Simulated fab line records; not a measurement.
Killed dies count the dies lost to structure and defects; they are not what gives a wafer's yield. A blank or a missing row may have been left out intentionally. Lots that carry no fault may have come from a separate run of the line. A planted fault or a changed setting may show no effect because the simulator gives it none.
The tool behind it: which one? || flow gf180mcu || 42 wafers sampled from 14 lots at 1 step of a route of 602

WHAT THE GAUGES READ, wafer by wafer
GF_V3_OVL_MEAS_15.
{"lot": "L280", "measured": "day 22 15:15", "on": "overlay-02", "V3_OVL (nm)": "-5 -1 -5"}
{"lot": "L282", "measured": "day 23 14:08", "on": "overlay-01", "V3_OVL (nm)": "6 -2 3"}
{"lot": "L283", "measured": "day 23 17:26", "on": "overlay-01", "V3_OVL (nm)": "-8 -3 -5"}
{"lot": "L289", "measured": "day 25 22:00", "on": "overlay-02", "V3_OVL (nm)": "-8 -6 1"}
{"lot": "L290", "measured": "day 26 11:35", "on": "overlay-01", "V3_OVL (nm)": "11 -4 8"}
{"lot": "L291", "measured": "day 26 16:08", "on": "overlay-02", "V3_OVL (nm)": "-4 -11 1"}
{"lot": "L294", "measured": "day 27 10:00", "on": "overlay-02", "V3_OVL (nm)": "4 4 5"}
{"lot": "L295", "measured": "day 27 16:48", "on": "overlay-01", "V3_OVL (nm)": "4 -3 -13"}
{"lot": "L296", "measured": "day 28 05:51", "on": "overlay-02", "V3_OVL (nm)": "-5 4 4"}
{"lot": "L298", "measured": "day 28 13:02", "on": "overlay-01", "V3_OVL (nm)": "2 0 -6"}
{"lot": "L299", "measured": "day 28 22:38", "on": "overlay-01", "V3_OVL (nm)": "3 0 5"}
{"lot": "L300", "measured": "day 29 04:02", "on": "overlay-01", "V3_OVL (nm)": "3 2 0"}
{"lot": "L301", "measured": "day 29 08:52", "on": "overlay-02", "V3_OVL (nm)": "-4 0 4"}
{"lot": "L302", "measured": "day 29 18:20", "on": "overlay-02", "V3_OVL (nm)": "11 4 5"}

TOOL THAT RAN EACH LOT (tool first, then ch and the chambers of the sampled wafers, then the start)
There is no process step in the record ahead of these readings.

WHAT THE TOOLS THEMSELVES READ (means of the sampled wafers that have a number; where no wafer has one, the mark that the record gives instead)
The record holds no such reading with a usual standard deviation.

THE ANSWER, worked out from the rows above alone
Rule: the lots themselves supply what counts as usual. The widest of any qualifying gaps counts: lots, ordered by their means at a reading, are off when they make up no more than a third of the lots, leave a main group of 4 or more, and stand apart from it by 3 or more times the standard deviation of that group's means. A main group is skipped when, at the precision printed for the reading in the tables above, its means are all equal. A lot without any number at a reading at which 4 lots or more have one is off too. All remaining lots with rows at the step are treated as sound. First the gauges in route order, then the tools' own readings, where a lot's mean is used as printed above. At the first step where some lot is off, the reading lying furthest off is the one used; lots without a number count as furthest.
No lot is off at any reading shown: from this, nothing can be told.

WHAT HAD BEEN PUT IN BY THE SIMULATOR
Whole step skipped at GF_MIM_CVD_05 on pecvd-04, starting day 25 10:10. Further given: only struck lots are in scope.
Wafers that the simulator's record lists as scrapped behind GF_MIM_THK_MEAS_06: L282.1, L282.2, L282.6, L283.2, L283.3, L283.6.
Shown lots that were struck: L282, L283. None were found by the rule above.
